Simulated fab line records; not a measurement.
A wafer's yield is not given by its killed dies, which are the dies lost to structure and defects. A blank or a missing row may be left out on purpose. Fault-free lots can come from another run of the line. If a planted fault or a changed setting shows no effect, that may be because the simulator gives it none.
Chamber matching    flow sky130    SKY_METAL3_ETCH_17 on rie diel-04 has 4 sister chambers
The step etches SiO2 in C4F8/O2/Ar, stops on TiN, time 3.9 s, target depth 15 nm. 8 wafers are shown with their chamber, then 8 later ones without.

## EACH WAFER AND ITS CHAMBER
wafer   chamber  oes product au (a.u.)  chamber pressure mTorr (mTorr)
L078.2  3        0.747                  40.01
L082.1  3        0.745                  40.02
L082.4  0        0.755                  40.00
L082.6  2        0.753                  39.94
L086.1  1        0.750                  40.00
L086.4  2        0.768                  40.05
L086.5  1        0.761                  40.00
L091.2  0        0.745                  39.98

## WAFERS WHOSE CHAMBER IS MISSING
wafer   oes product au (a.u.)  chamber pressure mTorr (mTorr)
L091.5  0.762                  40.00
L091.6  0.756                  39.97
L096.3  0.757                  40.00
L096.5  0.750                  40.06
L096.6  0.761                  40.01
L094.2  0.759                  39.98
L094.4  0.762                  40.05
L094.5  0.765                  39.98

## THE CHAMBER EACH PASSED THROUGH
wafer   from the rows above                in truth
L091.5  can't be placed: 2 or 1 or 0 or 3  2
L091.6  can't be placed: 1 or 2 or 0 or 3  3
L096.3  can't be placed: 1 or 2 or 0 or 3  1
L096.5  can't be placed: 3 or 1 or 0 or 2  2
L096.6  can't be placed: 2 or 1 or 0 or 3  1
L094.2  can't be placed: 2 or 1 or 0 or 3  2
L094.4  can't be placed: 2 or 1 or 0 or 3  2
L094.5  can't be placed: 2 or 1 or 0 or 3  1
Correctly placed: 0 of 8. Cannot be placed on the basis of these rows: 8; the candidates contain the true chamber in 8. Wrongly placed: 0.
How it was worked out, from the rows above alone: a wafer's distance from a chamber is the root of the sum, over the readings, of the square of ((its reading less the chamber's mean) divided by the reading's scatter). The wafer belongs to the nearest chamber; if the next one is less than 2 further off, it can't be placed. Each chamber's mean is taken over the wafers shown for it. How the scatter is found: for the shown wafers, subtract from each reading the mean of its chamber, square and add these, divide the total by (wafers less chambers), then take the root.
